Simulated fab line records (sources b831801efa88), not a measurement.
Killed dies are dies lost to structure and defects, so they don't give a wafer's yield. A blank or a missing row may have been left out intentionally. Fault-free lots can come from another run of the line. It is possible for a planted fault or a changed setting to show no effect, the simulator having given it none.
Which tool is to blame?    flow sky130    10 lots with 30 wafers sampled at 6 steps, on a route of 708 steps

WHAT THE GAUGES SHOWED, per wafer
SKY_CAPM_RS_MEAS_03: measurement is done with a four-point probe. Usual: CAPM_TIN_RS gives 6.91 ohm/sq (standard deviation 0.091).
lot   measured      on            CAPM_TIN_RS (ohm/sq)  flag
L545  day 37 02:04  filmMetro-02  6.95 6.90 6.95        
L546  day 38 06:59  filmMetro-03  7.06 7.03 6.37        
L555  day 40 17:38  filmMetro-02  6.83 6.77 6.73        
L557  day 41 16:34  filmMetro-03  6.92 6.78 6.92        
L559  day 41 20:57  filmMetro-02  6.82 6.92 6.86        
L560  day 41 23:22  filmMetro-03  6.99 7.00 6.96        
L562  day 42 07:34  filmMetro-03  6.95 6.98 6.93        
L563  day 42 10:06  filmMetro-02  6.92 6.99 6.99        
L564  day 43 02:52  filmMetro-02  7.08 7.07 7.11        
L565  day 43 07:15  filmMetro-02  7.01 7.03 7.00        

SKY_CAPM_THK_MEAS_04: measures by xrf. Usual: CAPM_TIN_THK gives 198.0 nm (standard deviation 2.5).
lot   measured      on            CAPM_TIN_THK (nm)  flag
L545  day 37 02:09  filmMetro-02  197.5 196.8 197.0  
L546  day 38 07:04  filmMetro-03  194.0 194.2 213.6  
L555  day 40 17:45  filmMetro-02  200.5 202.5 203.7  
L557  day 41 16:40  filmMetro-03  198.0 202.1 198.5  
L559  day 41 21:03  filmMetro-02  198.8 196.2 197.4  
L560  day 41 23:29  filmMetro-03  196.8 195.8 197.2  
L562  day 42 07:40  filmMetro-03  198.4 196.9 197.8  
L563  day 42 10:13  filmMetro-02  198.3 196.7 196.8  
L564  day 43 02:59  filmMetro-02  192.6 193.0 191.9  
L565  day 43 07:22  filmMetro-02  194.2 195.5 195.9  

SKY_CAPM_OVL_MEAS_12. Usual: CAPM_OVL gives -0.7 nm (standard deviation 1.2).
lot   measured      on          CAPM_OVL (nm)   flag
L545  day 38 04:02  overlay-01  -0.1 -0.9 0.5   
L546  day 39 07:28  overlay-01  0.3 0.3 0.4     
L555  day 41 17:31  overlay-02  0.2 -0.7 -1.3   
L557  day 42 15:38  overlay-02  0.4 0.9 -0.5    
L559  day 42 18:56  overlay-02  -1.4 -0.1 -2.1  
L560  day 42 22:10  overlay-01  -1.9 -0.8 -1.9  
L562  day 43 05:55  overlay-01  -2.4 0.3 -2.9   
L563  day 43 08:23  overlay-01  0.9 0.0 0.2     
L564  day 44 01:28  overlay-02  -1.4 0.3 -1.7   
L565  day 44 05:24  overlay-01  -0.9 0.3 -1.1   

WHICH TOOL RAN EACH LOT (tool, then ch and the chambers of the sampled wafers, then the start)
lot   SKY_METAL2_DESCUM_17              SKY_METAL3_SPUTTER_00        SKY_CAPM_SPUTTER_02
L545  rieMetal-04 ch 0,1, day 35 21:16  pvdSputter-03, day 37 01:40  pvdSputter-01, day 37 01:53
L546  rieMetal-04 ch 0, day 37 01:08    pvdSputter-02, day 38 06:34  pvdSputter-01, day 38 06:49
L555  rieMetal-04 ch 0,1, day 39 14:19  pvdSputter-03, day 40 17:17  pvdSputter-04, day 40 17:32
L557  rieMetal-02 ch 0,1, day 40 12:37  pvdSputter-03, day 41 16:11  pvdSputter-04, day 41 16:25
L559  rieMetal-02 ch 0,1, day 40 16:55  pvdSputter-03, day 41 20:34  pvdSputter-04, day 41 20:48
L560  rieMetal-04 ch 0,1, day 40 18:55  pvdSputter-02, day 41 23:01  pvdSputter-01, day 41 23:15
L562  rieMetal-02 ch 0,1, day 41 04:14  pvdSputter-03, day 42 07:11  pvdSputter-01, day 42 07:25
L563  rieMetal-01 ch 1, day 41 07:32    pvdSputter-04, day 42 09:44  pvdSputter-01, day 42 09:58
L564  rieMetal-02 ch 0,1, day 42 00:43  pvdSputter-04, day 43 02:31  pvdSputter-01, day 43 02:45
L565  rieMetal-01 ch 0,1, day 42 03:16  pvdSputter-04, day 43 06:54  pvdSputter-01, day 43 07:08
- SKY_METAL2_DESCUM_17: chemistry O2, time 8 s.
- SKY_METAL3_SPUTTER_00: material Ti, target thk 15 nm, time 10 s.
- SKY_CAPM_SPUTTER_02: material TiN, target thk 200 nm, time 166.7 s.

WHAT THE TOOLS THEMSELVES READ (means of the sampled wafers that have a number; where no wafer has one, the mark that the record gives instead)
SKY_METAL2_DESCUM_17. Usual: chamberPressureMTorr 10.000 mTorr, standard deviation 0.011; drypumpMotorCurrentA 6.2 A, standard deviation 0.34; oesProductAu 1.007 a.u., standard deviation 0.0093.
lot   tool         chamberPressureMTorr (mTorr)  drypumpMotorCurrentA (A)  oesProductAu (a.u.)  flag
L545  rieMetal-04  10.007                        6.0                       1.012                
L546  rieMetal-04  10.000                        5.7                       1.011                
L555  rieMetal-04  10.001                        6.0                       1.002                
L557  rieMetal-02  9.997                         6.5                       1.012                
L559  rieMetal-02  10.004                        6.5                       1.010                
L560  rieMetal-04  10.001                        6.0                       1.007                
L562  rieMetal-02  9.997                         6.5                       1.004                
L563  rieMetal-01  10.000                        5.9                       0.993                
L564  rieMetal-02  10.000                        6.5                       1.010                
L565  rieMetal-01  9.999                         6.0                       1.002                

SKY_METAL3_SPUTTER_00. Usual: throttleValvePct at 30.7 %, with a standard deviation of 1.4.
lot   tool           throttleValvePct (%)  flag
L545  pvdSputter-03  31.8                  
L546  pvdSputter-02  29.5                  
L555  pvdSputter-03  31.4                  
L557  pvdSputter-03  31.5                  
L559  pvdSputter-03  31.5                  
L560  pvdSputter-02  29.4                  
L562  pvdSputter-03  31.8                  
L563  pvdSputter-04  29.8                  
L564  pvdSputter-04  29.0                  
L565  pvdSputter-04  30.0                  

SKY_CAPM_SPUTTER_02. Usual: susceptorTempC 300.00 C, standard deviation 0.2; throttleValvePct 30.5 %, standard deviation 1.4.
lot   tool           susceptorTempC (C)  throttleValvePct (%)  flag
L545  pvdSputter-01  299.97              31.9                  
L546  pvdSputter-01  300.08              30.7                  
L555  pvdSputter-04  299.86              30.0                  
L557  pvdSputter-04  299.68              28.8                  
L559  pvdSputter-04  300.01              29.9                  
L560  pvdSputter-01  300.06              30.8                  
L562  pvdSputter-01  300.00              30.9                  
L563  pvdSputter-01  299.95              31.7                  
L564  pvdSputter-01  299.95              31.1                  
L565  pvdSputter-01  300.21              31.0                  

THE ANSWER, worked out from the rows above alone
Rule: take the mean of a lot's wafers that have a number; if it is more than 3 standard deviations from the usual mean, the lot is off. Also off: a lot with no number at a reading for which 4 or more lots have one. The other lots that the step has rows for count as sound. The gauges are gone through in route order, then the tools' own readings, and for those a lot's mean is taken as printed above. At the first step where some lot is off, the reading lying furthest off is the one used; lots without a number count as furthest.
No lot is off on any of the readings shown, so nothing can be concluded from this.

WHAT WAS PUT IN BY THE SIMULATOR
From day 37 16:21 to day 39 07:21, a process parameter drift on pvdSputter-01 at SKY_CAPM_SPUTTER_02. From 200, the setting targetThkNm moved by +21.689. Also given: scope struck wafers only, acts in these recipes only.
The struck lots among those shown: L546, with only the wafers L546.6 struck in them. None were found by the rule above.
